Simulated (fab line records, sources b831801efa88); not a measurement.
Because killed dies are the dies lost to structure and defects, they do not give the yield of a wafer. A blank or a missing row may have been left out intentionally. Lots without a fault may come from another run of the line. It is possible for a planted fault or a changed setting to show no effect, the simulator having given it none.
A struck lot beside a sound one -- flow sky130 -- 16 out of 708 route steps
Sound: wafers L584.3, L584.4, L584.6. Wafers L574.2, L574.4, L574.5 were the ones struck. Last of all comes the cause.
At each step with rows: each side's tool, then ch and its chambers, then its first start. Under that, the readings that differ: sound wafers -- struck wafers -- difference of the means -- sigmas: that difference in standard deviations of wafers without a fault.
alike: words and numbers the same on both sides, and readings whose means are apart by under 2 such deviations; not compared: readings that were withheld, readings missing a value for some wafer, numbers with overlapping values and no deviation given by the record, and bounds like >300 which may hide the same value.
The two part at a step that has a row with sigmas, a row that says differs or no value, or rows on one side only. Numbers that have no deviation but don't overlap get no sigmas and don't part them. A reading that every wafer of one side lacks parts them only if that side has two wafers or more.

first, 2 steps without rows for these wafers: SKY_METAL4_PEB_11; SKY_METAL4_DEVELOP_12 (develop time 60 s).
SKY_METAL4_CD_MEAS_13 targets a cd of 300 nm.
  sound: cd_sem-02 at day 46 00:37; struck: cd_sem-02 at day 42 09:31
  alike: cd_nm
SKY_METAL4_OVL_MEAS_14:
  sound: overlay-02 at day 46 00:42; struck: overlay-02 at day 42 09:37
  alike: METAL4_OVL
then, 1 step without rows for these wafers: SKY_METAL4_DESCUM_15 (chemistry O2, time 8 s).
SKY_METAL4_ETCH_16: etches BARC in N2/H2, stops on SiO2, time 88.2 s, target depth 60 nm.
  sound on rie_metal-02 ch 0,1, day 46 00:47; struck on rie_metal-01 ch 0,1, day 42 09:40
  alike: drypump_motor_current_A, h2_flow_sccm, oes_product_au, throttle_valve_pct
  not compared: rf_hours_counter_h
SKY_METAL4_ETCH_17: etches SiO2 in C4F8/O2/Ar, stops on TiN, time 3.9 s, target depth 15 nm.
  sound on rie_diel-02 ch 1,2,3, day 46 00:51; struck on rie_diel-02 ch 0,1,2, day 42 09:46
  alike: oes_product_au
  not compared: rf_hours_counter_h
SKY_METAL4_METAL_ETCH_18: etches the open film in Cl2/BCl3, stops on SiO2, target depth 845 nm, time 183.1 s.
  sound on rie_metal-01 ch 0,1, day 46 00:56; struck on rie_metal-01 ch 1, day 42 09:47
  alike: drypump_motor_current_A, oes_product_au, throttle_valve_pct
  not compared: rf_hours_counter_h
SKY_METAL4_STRIP_19: strips in O2/N2.
  sound on plasma_asher-04 ch 0,1, day 46 01:05; struck on plasma_asher-04 ch 0,1, day 42 09:58
  alike: drypump_motor_current_A, oes_product_au, strip_time_to_endpoint_s
  not compared: rf_hours_counter_h
then, 3 steps without rows for these wafers: SKY_METAL4_STRIP_20 (strips in post etch residue remover, time 1200 s); SKY_METAL4_CLEAN_21 (cleans in IPA, time 180 s); SKY_METAL4_CLEAN_22 (cleans in O3/DIW).
SKY_VIA4_HDPCVD_00: deposits SiO2, target thk 1750 nm, time 291.7 s.
  sound on hdpcvd-01 ch 1,2, day 46 01:38; struck on hdpcvd-02 ch 0,1, day 42 10:34
reading,sound,struck,difference,sigmas
sih4_flow_sccm (sccm),59.90 59.87 60.18,48.12 47.82 48.05,-11.99,-71
model.SiO2_of_VIA4_HDPCVD_00.thk_nm (nm),1724 1749 1743,1416 1417 1417,-322,
SKY_VIA4_THK_MEAS_01:
  sound: film_metro-03 at day 46 01:50; struck: film_metro-01 at day 42 10:45
reading,sound,struck,difference,sigmas
VIA4_HDPCVD_THK (nm),1724 1748 1744,1418 1418 1417,-321,-17
SKY_VIA4_CMP_02: polishes SiO2.
  sound on cmp-01 ch 1,2, day 46 01:53; struck on cmp-02 ch 0,1, day 42 11:02
  alike: motor_current_A
-- the record jumps here: 4 days lie between the struck wafers' starts before and after (it left off in module VIA4 and takes up again in module PAD_OPEN, whose first step shown is number 708 of the route) --
SKY_PAD_OPEN_PROBE_99:
  sound: prober-01 at day 49 04:55; struck: prober-02 at day 46 06:48
  alike: defect_limited_yield, killed_at_M0_to_M3, killed_at_M4_up, killed_at_contacts, killed_at_front_end, killed_at_other, killed_dies, killed_open, killed_short, sort_bin_3_pad_short, sort_bin_5_function, sort_bin_6_memory, sort_n_pass, sort_yield_pct
  not compared: model.etest.met5_comb.leak_log10_a_um

WHERE THEY PART
First at SKY_VIA4_HDPCVD_00; last, within this record, at SKY_VIA4_THK_MEAS_01. Later steps at which nothing parts them and some readings are alike: SKY_VIA4_CMP_02, SKY_PAD_OPEN_PROBE_99.

WHY: what had been put in by the simulator
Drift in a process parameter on hdpcvd-02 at SKY_VIA4_HDPCVD_00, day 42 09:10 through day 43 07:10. From 60, the setting sih4_flow_sccm moved by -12. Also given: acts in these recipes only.
